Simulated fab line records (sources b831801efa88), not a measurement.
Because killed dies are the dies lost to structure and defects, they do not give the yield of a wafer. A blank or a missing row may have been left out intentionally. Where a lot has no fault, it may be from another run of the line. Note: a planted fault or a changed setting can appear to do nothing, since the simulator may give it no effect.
Chamber matching -- flow gf180mcu -- rie_diel-04 running GF_PASSIVATION_ETCH_11: 4 sister chambers
The step etches the open film in CF4/O2, stops on TiN, target depth 2040 nm, time 453.3 s. 7 wafers are shown with their chamber, then 7 later ones without.

== WAFERS WITH THEIR CHAMBER ==
wafer,chamber,drypump_motor_current_A (A),oes_product_au (a.u.)
L706.1,1,5.9,0.989
L718.4,2,5.8,0.993
L723.1,2,5.7,0.991
L723.5,3,6.4,0.987
L723.6,0,6.5,1.000
L725.2,0,6.5,0.994
L725.5,3,6.4,0.979

== WAFERS WITH NO CHAMBER GIVEN ==
wafer,drypump_motor_current_A (A),oes_product_au (a.u.)
L725.6,5.8,0.995
L726.1,5.9,0.989
L726.2,6.3,0.982
L726.6,5.9,0.998
L729.4,6.5,1.003
L729.5,6.5,0.996
L729.6,5.9,0.990

== WHICH CHAMBER EACH ONE RAN IN ==
wafer,from the rows above,in truth
L725.6,can't be placed: 2 or 1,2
L726.1,1,1
L726.2,3,3
L726.6,can't be placed: 1 or 2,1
L729.4,0,0
L729.5,0,0
L729.6,1,1
Placed correctly: 5 of 7. Not placeable from these rows: 2 (in 2, the candidates include the true chamber). Wrongly placed: 0.
How it was worked out, from the rows above alone: a wafer's distance from a chamber is the root of the sum, over the readings, of the square of ((its reading less the chamber's mean) divided by the reading's scatter). If the next closest chamber is less than 2 further off than the closest, the wafer can't be placed; otherwise it belongs to the closest. For every chamber, the mean is computed from those of its wafers that are shown. The scatter is the square root of a quotient: the sum, over the shown wafers, of each reading's squared deviation from its chamber's mean, divided by wafers minus chambers.
